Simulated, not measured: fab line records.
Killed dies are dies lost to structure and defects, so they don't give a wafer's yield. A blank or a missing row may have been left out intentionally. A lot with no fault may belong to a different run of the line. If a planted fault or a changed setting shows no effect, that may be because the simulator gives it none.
fab line records / flow sfqLine
record lots=14 wafers=41 lastDay=94
route steps=325 shown I7@300
lots untouched by any fault: they come from a run of this same line in which no faults occurred
startH: the number of hours between the record's first day and the start of the first shown wafer of the lot / waitH: hours elapsed since this lot's preceding step / " unchanged from the row above / L1.1+2: a single row standing in for several wafers / - no value present, or no start provided / * or withheld: withheld / < > ~ a bound
route shown NAME@n: a module of which the file shows steps, and the number in the route of the first / usual: mean/standard deviation taken from wafers without a fault / same: alike in all rows / chamber/n: place in a boat / sites: readings site by site / _std_site: standard deviation across them / _edge_site: outer sites' mean less inner sites' / radiusMm: for every site, how far away it sits from the centre of the wafer / mask NAME#n: copy n / behind: tool/chamber where the wafer was last shaped / hold: cause of the lot's hold/its duration in hours/its outcome / device: whichever transistor did not switch (one of n, p or np) / end of line: the tests these same wafers got at the end of their route / a step with no rows: only its recipe / killed: count of dies lost to structure and defects at first sort (not the wafer's yield) / map: the dies of a wafer, with x for killed, . for not killed, _ for no die there
set.NAME: setting as actually run; set.NAME@STEP: the setting as run at that earlier step / model.NAME: the simulator's own value behind a step, which no gauge read
the route's steps for a sample of lots (tables are steps, rows are wafers)
services: from which hour (startH, from the record's first day; less than 0 if before it) a tool's chamber was out of use, for how many hours, and why
## steps
# step SFQ_TRILAYER_I7_VIA_LITHO_COAT_192
# recipe resist=BARC spinRpm=3000 resistThkNm=62
lot.wafer=L835.1+4+5 tool=lithoTrack-01 chamber=0 startH=1782.76 waitH=1.0
lot.wafer=L836.1+4+6 tool=lithoTrack-02 chamber=0 startH=1784.45 waitH=1.0
lot.wafer=L837.1+4+6 tool=lithoTrack-04 chamber=0 startH=1786.85 waitH=1.0
lot.wafer=L839.1+3+6 tool=lithoTrack-01 chamber=0 startH=1796.37 waitH=1.0
lot.wafer=L840.4+5+6 tool=lithoTrack-04 chamber=0 startH=1812.11 waitH=0.6
lot.wafer=L841.1+3+5 tool=lithoTrack-04 chamber=0 startH=1823.54 waitH=1.0
lot.wafer=L842.3+4+6 tool=lithoTrack-02 chamber=0 startH=1861.52 waitH=0.7
lot.wafer=L845.1+2+3 tool=lithoTrack-01 chamber=0 startH=2058.26 waitH=1.0
lot.wafer=L846.1+2+3 tool=lithoTrack-01 chamber=0 startH=2059.82 waitH=1.0
lot.wafer=L847.1+4+5 tool=lithoTrack-02 chamber=0 startH=2061.26 waitH=1.0
lot.wafer=L848.1+2+3 tool=lithoTrack-01 chamber=0 startH=2065.82 waitH=1.0
lot.wafer=L853.2+4+6 tool=lithoTrack-01 chamber=0 startH=2083.91 waitH=0.8
lot.wafer=L854.1+4 tool=lithoTrack-01 chamber=0 startH=2086.26 waitH=1.0
lot.wafer=L856.2+3+4 tool=lithoTrack-02 chamber=0 startH=2094.62 waitH=0.8
# step SFQ_TRILAYER_I7_VIA_BARC_OPEN_VIA_ETCH_260
# recipe maskMaterial=PR chemistry=O2 targetDepthNm=125 target=BARC sourceW=500 biasW=80 pressureMtorr=30 timeS=41.7
# usual drypumpMotorCurrentA=5.6/0.39 oesProductAu=0.687/0.0049
lot.wafer=L835.1 tool=rieDiel-04 chamber=2 startH=1872.18 waitH=0.0 drypumpMotorCurrentA=4.9 oesProductAu=0.682 rfHoursCounterH=8
lot.wafer=L835.4 tool=rieDiel-04 chamber=0 startH=1872.18 waitH=0.0 drypumpMotorCurrentA=5.0 oesProductAu=0.688 rfHoursCounterH=17
lot.wafer=L835.5 tool=rieDiel-04 chamber=0 startH=1872.18 waitH=0.0 drypumpMotorCurrentA=5.0 oesProductAu=0.686 rfHoursCounterH=-
lot.wafer=L836.1 tool=rieDiel-03 chamber=3 startH=1876.98 waitH=0.0 drypumpMotorCurrentA=5.3 oesProductAu=0.687 rfHoursCounterH=1
lot.wafer=L836.4 tool=rieDiel-03 chamber=2 startH=1876.98 waitH=0.0 drypumpMotorCurrentA=5.7 oesProductAu=0.692 rfHoursCounterH=-
lot.wafer=L836.6 tool=rieDiel-03 chamber=3 startH=1876.98 waitH=0.0 drypumpMotorCurrentA=5.3 oesProductAu=0.695 rfHoursCounterH=-
lot.wafer=L837.1 tool=rieDiel-01 chamber=1 startH=1881.78 waitH=0.0 drypumpMotorCurrentA=5.3 oesProductAu=0.698 rfHoursCounterH=0
lot.wafer=L837.4 tool=rieDiel-01 chamber=0 startH=1881.78 waitH=0.0 drypumpMotorCurrentA=5.7 oesProductAu=0.692 rfHoursCounterH=18
lot.wafer=L837.6 tool=rieDiel-01 chamber=3 startH=1881.78 waitH=0.0 drypumpMotorCurrentA=5.6 oesProductAu=0.690 rfHoursCounterH=-
lot.wafer=L839.1 tool=rieDiel-01 chamber=3 startH=1892.70 waitH=0.0 drypumpMotorCurrentA=5.6 oesProductAu=0.683 rfHoursCounterH=17
lot.wafer=L839.3 tool=rieDiel-01 chamber=0 startH=1892.70 waitH=0.0 drypumpMotorCurrentA=5.6 oesProductAu=0.684 rfHoursCounterH=18
lot.wafer=L839.6 tool=rieDiel-01 chamber=2 startH=1892.70 waitH=0.0 drypumpMotorCurrentA=6.3 oesProductAu=0.680 rfHoursCounterH=-
lot.wafer=L840.4 tool=rieDiel-03 chamber=1 startH=1909.52 waitH=0.0 drypumpMotorCurrentA=5.6 oesProductAu=0.685 rfHoursCounterH=-
lot.wafer=L840.5 tool=rieDiel-03 chamber=3 startH=1909.52 waitH=0.0 drypumpMotorCurrentA=5.2 oesProductAu=0.684 rfHoursCounterH=-
lot.wafer=L840.6 tool=rieDiel-03 chamber=2 startH=1909.52 waitH=0.0 drypumpMotorCurrentA=5.7 oesProductAu=0.687 rfHoursCounterH=-
lot.wafer=L841.1 tool=rieDiel-01 chamber=0 startH=1921.50 waitH=0.0 drypumpMotorCurrentA=5.6 oesProductAu=0.686 rfHoursCounterH=19
lot.wafer=L841.3 tool=rieDiel-01 chamber=1 startH=1921.50 waitH=0.0 drypumpMotorCurrentA=5.4 oesProductAu=0.687 rfHoursCounterH=1
lot.wafer=L841.5 tool=rieDiel-01 chamber=3 startH=1921.50 waitH=0.0 drypumpMotorCurrentA=5.6 oesProductAu=0.687 rfHoursCounterH=-
lot.wafer=L842.3 tool=rieDiel-04 chamber=2 startH=1957.50 waitH=0.0 drypumpMotorCurrentA=5.0 oesProductAu=0.687 rfHoursCounterH=10
lot.wafer=L842.4 tool=rieDiel-04 chamber=3 startH=1957.50 waitH=0.0 drypumpMotorCurrentA=5.4 oesProductAu=0.681 rfHoursCounterH=15
lot.wafer=L842.6 tool=rieDiel-04 chamber=1 startH=1957.50 waitH=0.0 drypumpMotorCurrentA=5.9 oesProductAu=0.684 rfHoursCounterH=-
lot.wafer=L845.1 tool=rieDiel-01 chamber=3 startH=2136.10 waitH=0.0 drypumpMotorCurrentA=5.6 oesProductAu=0.682 rfHoursCounterH=1
lot.wafer=L845.2 tool=rieDiel-01 chamber=1 startH=2136.10 waitH=0.0 drypumpMotorCurrentA=5.3 oesProductAu=0.681 rfHoursCounterH=3
lot.wafer=L845.3 tool=rieDiel-01 chamber=2 startH=2136.10 waitH=0.0 drypumpMotorCurrentA=6.3 oesProductAu=0.677 rfHoursCounterH=1
lot.wafer=L846.1 tool=rieDiel-04 chamber=1 startH=2144.16 waitH=0.0 drypumpMotorCurrentA=5.8 oesProductAu=0.692 rfHoursCounterH=12
lot.wafer=L846.2 tool=rieDiel-04 chamber=2 startH=2144.16 waitH=0.0 drypumpMotorCurrentA=4.9 oesProductAu=0.689 rfHoursCounterH=12
lot.wafer=L846.3 tool=rieDiel-04 chamber=3 startH=2144.16 waitH=0.0 drypumpMotorCurrentA=5.5 oesProductAu=0.688 rfHoursCounterH=17
lot.wafer=L847.1 tool=rieDiel-01 chamber=0 startH=2146.56 waitH=0.0 drypumpMotorCurrentA=5.6 oesProductAu=0.682 rfHoursCounterH=1
lot.wafer=L847.4 tool=rieDiel-01 chamber=2 startH=2146.56 waitH=0.0 drypumpMotorCurrentA=6.3 oesProductAu=0.690 rfHoursCounterH=1
lot.wafer=L847.5 tool=rieDiel-01 chamber=1 startH=2146.56 waitH=0.0 drypumpMotorCurrentA=5.3 oesProductAu=0.683 rfHoursCounterH=-
lot.wafer=L848.1 tool=rieDiel-04 chamber=1 startH=2154.96 waitH=0.0 drypumpMotorCurrentA=5.9 oesProductAu=0.684 rfHoursCounterH=12
lot.wafer=L848.2 tool=rieDiel-04 chamber=0 startH=2154.96 waitH=0.0 drypumpMotorCurrentA=5.0 oesProductAu=0.683 rfHoursCounterH=1
lot.wafer=L848.3 tool=rieDiel-04 chamber=2 startH=2154.96 waitH=0.0 drypumpMotorCurrentA=5.0 oesProductAu=0.685 rfHoursCounterH=12
lot.wafer=L853.2 tool=rieDiel-04 chamber=1 startH=2175.23 waitH=0.0 drypumpMotorCurrentA=5.9 oesProductAu=0.664 rfHoursCounterH=13
lot.wafer=L853.4 tool=rieDiel-04 chamber=3 startH=2175.23 waitH=0.0 drypumpMotorCurrentA=5.4 oesProductAu=0.659 rfHoursCounterH=18
lot.wafer=L853.6 tool=rieDiel-04 chamber=0 startH=2175.23 waitH=0.0 drypumpMotorCurrentA=5.0 oesProductAu=0.693 rfHoursCounterH=-
lot.wafer=L854.1 tool=rieDiel-01 chamber=1 startH=2178.83 waitH=0.0 drypumpMotorCurrentA=5.3 oesProductAu=0.681 rfHoursCounterH=4
lot.wafer=L854.4 tool=rieDiel-01 chamber=3 startH=2178.83 waitH=0.0 drypumpMotorCurrentA=5.6 oesProductAu=0.659 rfHoursCounterH=2
lot.wafer=L856.2 tool=rieDiel-04 chamber=0 startH=2185.38 waitH=0.0 drypumpMotorCurrentA=5.0 oesProductAu=0.695 rfHoursCounterH=2
lot.wafer=L856.3 tool=rieDiel-04 chamber=1 startH=2185.38 waitH=0.0 drypumpMotorCurrentA=5.9 oesProductAu=0.694 rfHoursCounterH=13
lot.wafer=L856.4 tool=rieDiel-04 chamber=2 startH=2185.38 waitH=0.0 drypumpMotorCurrentA=4.9 oesProductAu=0.689 rfHoursCounterH=13
## services
tool=rieDiel-04 chamber=- startH=1782.91 hours=1.2 kind=repair
tool=rieDiel-01 chamber=2 startH=1784.64 hours=4.8 kind=repair
tool=rieDiel-03 chamber=- startH=1810.53 hours=0.3 kind=repair
tool=rieDiel-01 chamber=1 startH=1813.46 hours=- kind=clean
tool=rieDiel-01 chamber=1 startH=1813.46 hours=18.4 kind=scheduledDown
tool=rieDiel-01 chamber=1 startH=1813.46 hours=18.4 kind=ventCycle
tool=rieDiel-04 chamber=0 startH=1864.98 hours=4.3 kind=repair
tool=rieDiel-04 chamber=1 startH=1882.40 hours=9.9 kind=repair
tool=rieDiel-04 chamber=- startH=1883.20 hours=0.1 kind=repair
tool=rieDiel-03 chamber=0 startH=1905.83 hours=11.0 kind=repair
tool=rieDiel-01 chamber=1 startH=1948.62 hours=8.5 kind=repair
tool=rieDiel-01 chamber=2 startH=1957.07 hours=- kind=clean
tool=rieDiel-01 chamber=2 startH=1957.07 hours=24.5 kind=scheduledDown
tool=rieDiel-01 chamber=2 startH=1957.07 hours=24.5 kind=ventCycle
tool=rieDiel-04 chamber=1 startH=1959.94 hours=1.4 kind=repair
tool=rieDiel-04 chamber=- startH=1963.43 hours=1.2 kind=repair
tool=rieDiel-04 chamber=0 startH=1986.75 hours=- kind=clean
tool=rieDiel-04 chamber=0 startH=1986.75 hours=28.2 kind=scheduledDown
tool=rieDiel-04 chamber=0 startH=1986.75 hours=28.2 kind=ventCycle
tool=rieDiel-03 chamber=- startH=2008.38 hours=1.0 kind=repair
tool=rieDiel-03 chamber=3 startH=2008.76 hours=9.4 kind=repair
tool=rieDiel-04 chamber=- startH=2009.78 hours=2.7 kind=repair
tool=rieDiel-01 chamber=- startH=2090.57 hours=1.3 kind=repair
tool=rieDiel-04 chamber=- startH=2129.36 hours=10.0 kind=pm
## key
firstSign step=SFQ_TRILAYER_I7_VIA_BARC_OPEN_VIA_ETCH_260 reading=oesProductAu direction=down sigmas=5.3 usual=0.687 struck=0.661
effect none on later readings
metAt SFQ_TRILAYER_I7_VIA_LITHO_COAT_192
struckLots L853,L854
struckWafers L853.2,L853.4,L854.4
onsetBetween 2065.82 2083.91
fault kind=processParameterDrift tool=lithoTrack-01 chamber=- onsetH=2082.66 steps=SFQ_TRILAYER_I7_VIA_LITHO_COAT_192 channel=resistThkNm offset=-5.6863 shape=step endH=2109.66 scope=struckWafersOnly actsIn=theseRecipesOnly stated=62
